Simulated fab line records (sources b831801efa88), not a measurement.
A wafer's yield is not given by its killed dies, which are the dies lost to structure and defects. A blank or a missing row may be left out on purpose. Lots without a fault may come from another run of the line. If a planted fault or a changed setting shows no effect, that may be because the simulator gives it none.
Comparing a struck lot with a sound one :: flow sky130 :: 15 steps out of a route of 708
Sound: these wafers, L282.3, L282.4, L282.6. Struck: wafers L290.1, L290.2, L290.4. The cause is named last.
Per side, at each step with rows, come the tool, then ch with its chambers, and then its first start. Under that, the readings that differ: sound wafers :: struck wafers :: difference of the means :: sigmas: that difference in standard deviations of wafers without a fault.
alike: a reading whose means differ by less than 2 such deviations, as well as words and numbers matching on both sides. not compared: withheld readings; readings where some wafer has no value; bounds like >300 that might hide an equal value; numbers whose values overlap and for which the record gives no deviation.
The two part at a step that has a row with sigmas, a row that says differs or no value, or rows on one side only. Numbers that have no deviation but don't overlap get no sigmas and don't part them. A reading that every wafer of one side lacks parts them only if that side has two wafers or more.

first, 1 step without rows for these wafers: SKY_VIA2_ETCH_14 (etches BARC in N2/H2, stops on SiO2, time 45.9 s, target depth 60 nm).
SKY_VIA2_ETCH_15: etches SiO2 in C4F8/O2/Ar, stops on TiN, target depth 546 nm, time 84 s.
  sound on rie_diel-04 ch 0,1,2, day 38 10:45; struck on rie_diel-04 ch 0,1,2, day 41 07:51
  alike: oes_product_au, rf_fwd_power_W
SKY_VIA2_STRIP_16: strips in O2/N2.
  sound on plasma_asher-02 ch 0,1, day 38 10:50; struck on plasma_asher-03 ch 0,1, day 41 07:55
  alike: drypump_motor_current_A, n2_flow_sccm, oes_product_au, strip_time_to_endpoint_s
  not compared: rf_hours_counter_h
then, 4 steps without rows for these wafers: SKY_VIA2_STRIP_17 (strips in post etch residue remover, time 1200 s); SKY_VIA2_CLEAN_18 (cleans in IPA, time 180 s); SKY_VIA2_CLEAN_19 (cleans in O3/DIW); SKY_VIA2_SPUTTER_20 (material TiN, target thk 20 nm, time 80 s).
SKY_VIA2_CVD_21: deposits W, target thk 420 nm, time 126.4 s.
  sound on cvd_w-02 ch 0,1, day 38 11:32; struck on cvd_w-02 ch 0,1, day 41 08:34
  alike: heater_power_w
SKY_VIA2_RS_MEAS_22: the measuring method here is four-point-probe.
  sound on film_metro-02 at day 38 11:40; struck on film_metro-03 at day 41 08:42
  alike: VIA2_W_RS
SKY_VIA2_THK_MEAS_23: measures by xrf.
  sound on film_metro-02 at day 38 11:46; struck on film_metro-03 at day 41 08:49
  alike: VIA2_W_THK
then, 1 step without rows for these wafers: SKY_VIA2_CMP_24 (polishes, stops on SiO2, t overpolish 20 s, target thk 0 nm).
SKY_METAL3_SPUTTER_00: material Ti, target thk 15 nm, time 10 s.
  sound on pvd_sputter-03 at day 38 12:06; struck on pvd_sputter-03 at day 41 09:11
  alike: throttle_valve_pct
SKY_METAL3_SPUTTER_01: material TiN, target thk 20 nm, time 16.7 s.
  sound on pvd_sputter-03 at day 38 12:08; struck on pvd_sputter-03 at day 41 09:12
reading: model.TiN_of_METAL3_SPUTTER_01.thk_nm (nm)
sound: 19.71 19.75 19.78
struck: 21.82 21.2 21.58
difference: +1.79
sigmas: 
  alike: throttle_valve_pct
SKY_METAL3_SPUTTER_02: material AlCu, target thk 735 nm, time 39.1 s.
  sound on pvd_sputter-03 at day 38 12:09; struck on pvd_sputter-03 at day 41 09:14
  alike: throttle_valve_pct
-- the record jumps here: 8 days lie between the struck wafers' starts before and after (it left off in module METAL3 and takes up again in module PAD_OPEN, whose first step shown is number 708 of the route) --
SKY_PAD_OPEN_PROBE_99:
  record: rows for the struck wafers here (prober-02, day 49 16:36), none for the sound ones

## WHERE THEY PART
Only at SKY_PAD_OPEN_PROBE_99, as far as this record shows.

WHY: the cause the simulator had injected
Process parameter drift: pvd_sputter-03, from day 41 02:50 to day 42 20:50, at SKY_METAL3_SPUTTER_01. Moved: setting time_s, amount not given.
